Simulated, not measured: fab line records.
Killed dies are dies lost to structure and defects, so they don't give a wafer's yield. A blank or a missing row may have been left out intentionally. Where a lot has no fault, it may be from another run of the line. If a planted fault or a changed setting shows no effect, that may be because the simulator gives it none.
Chamber matching ; flow sky130 ; cmp-01 running SKY_CONTACT_CMP_04: 4 sister chambers
The step polishes SiO2. 4 wafers are shown with their chamber, then 7 later ones without.

WAFERS WITH THEIR CHAMBER
wafer;chamber;motor-current-A (A)
L692.2;2;12.0
L700.2;3;14.9
L708.1;0;11.5
L708.2;1;14.0

WAFERS MISSING THEIR CHAMBER
wafer;motor-current-A (A)
L708.4;12.2
L710.3;12.5
L710.4;14.8
L710.5;14.8
L709.1;11.7
L709.3;14.4
L709.6;11.4

EACH ONE'S CHAMBER
wafer;from the rows above;in truth
L708.4;can't be placed: 2 or 0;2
L710.3;can't be placed: 2 or 0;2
L710.4;3;3
L710.5;3;3
L709.1;can't be placed: 0 or 2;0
L709.3;can't be placed: 1 or 3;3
L709.6;can't be placed: 0 or 2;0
Placed correctly: 2 of 7. Not placeable from these rows: 5 (in 5, the candidates include the true chamber). Wrongly placed: 0.
How it was worked out, from the rows above alone: a wafer's distance from a chamber is the root of the sum, over the readings, of the square of ((its reading less the chamber's mean) divided by the reading's scatter). If the next closest chamber is less than 2 further off than the closest, the wafer can't be placed; otherwise it belongs to the closest. Each chamber's mean is taken over the wafers shown for it. The scatter: root of mean squared gap, hidden wafer to nearest shown wafer, with one shown wafer a chamber.
